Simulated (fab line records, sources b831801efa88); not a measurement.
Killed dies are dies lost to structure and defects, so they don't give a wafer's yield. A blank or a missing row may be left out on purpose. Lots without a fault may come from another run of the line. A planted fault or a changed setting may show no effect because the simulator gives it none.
Chamber matching | flow sfq_line | SFQ_TRILAYER_I0_VIA_ETCH_VIA_ETCH_034 on rie_diel-01: 4 sister chambers
The step etches SiO2 in CHF3, stops on Nb, target depth 260 nm. 20 wafers are shown with their chamber, then 10 later ones without.

WAFERS WITH THEIR CHAMBER
wafer  | chamber | drypump_motor_current_A (A) | rf_fwd_power_W (W) | oes_product_au (a.u.)
L849.3 | 1       | 6.7                         | 499.5              | 0.856
L849.5 | 0       | 5.5                         | 497.8              | 0.846
L849.6 | 3       | 6.3                         | 494.7              | 0.865
L850.3 | 3       | 6.4                         | 496.8              | 0.848
L850.4 | 2       | 5.9                         | 496.6              | 0.853
L850.5 | 3       | 6.4                         | 496.5              | 0.857
L854.2 | 1       | 6.7                         | 499.4              | 0.852
L854.3 | 2       | 5.9                         | 494.5              | 0.859
L854.4 | 0       | 5.6                         | 497.9              | 0.855
L855.2 | 1       | 6.7                         | 498.9              | 0.848
L855.3 | 2       | 5.9                         | 499.1              | 0.858
L855.6 | 0       | 5.6                         | 499.3              | 0.852
L857.2 | 0       | 5.6                         | 498.8              | 0.849
L857.4 | 1       | 6.7                         | 499.3              | 0.853
L857.6 | 2       | 5.9                         | 498.1              | 0.855
L866.1 | 0       | 5.6                         | 499.6              | 0.851
L866.3 | 1       | 6.7                         | 499.4              | 0.848
L866.6 | 2       | 5.9                         | 497.7              | 0.858
L869.1 | 3       | 6.4                         | 497.9              | 0.858
L869.4 | 2       | 5.9                         | 502.7              | 0.862

SIGNATURES (means of the wafers above)
reading                 | chamber 0 | chamber 1 | chamber 2 | chamber 3 | scatter within a chamber
drypump_motor_current_A | 5.580     | 6.700     | 5.900     | 6.375     | 0.0311
rf_fwd_power_W          | 498.680   | 499.300   | 498.117   | 496.475   | 1.69
oes_product_au          | 0.85060   | 0.85140   | 0.85750   | 0.85700   | 0.00424
Rule: a wafer's distance from a chamber is the root of the sum, over the readings, of the square of ((its reading less the chamber's mean) divided by the reading's scatter). The wafer belongs to the nearest chamber; if the next one is less than 2 further off, it can't be placed. The scatter: the root of (the sum of the squares of (reading less its chamber's mean) over the shown wafers, divided by (wafers less chambers)).

WAFERS WITHOUT THEIR CHAMBER
wafer  | drypump_motor_current_A (A) | rf_fwd_power_W (W) | oes_product_au (a.u.)
L869.6 | 6.7                         | 498.3              | 0.853
L870.3 | 6.4                         | 498.1              | 0.851
L870.5 | 6.4                         | 499.2              | 0.857
L870.6 | 6.7                         | 498.9              | 0.858
L871.1 | 5.6                         | 498.5              | 0.853
L871.2 | 6.7                         | 499.5              | 0.850
L871.6 | 5.9                         | 495.9              | 0.850
L872.1 | 5.6                         | 495.4              | 0.856
L872.3 | 5.9                         | 497.3              | 0.851
L872.5 | 5.6                         | 497.0              | 0.852

WHICH CHAMBER EACH WENT THROUGH
wafer  | from the rows above | in truth
L869.6 | 1                   | 1
L870.3 | 3                   | 3
L870.5 | 3                   | 3
L870.6 | 1                   | 1
L871.1 | 0                   | 0
L871.2 | 1                   | 1
L871.6 | 2                   | 2
L872.1 | 0                   | 0
L872.3 | 2                   | 2
L872.5 | 0                   | 0
Placed correctly: 10 of 10. Can't be placed from these rows: 0. Placed wrongly: 0.
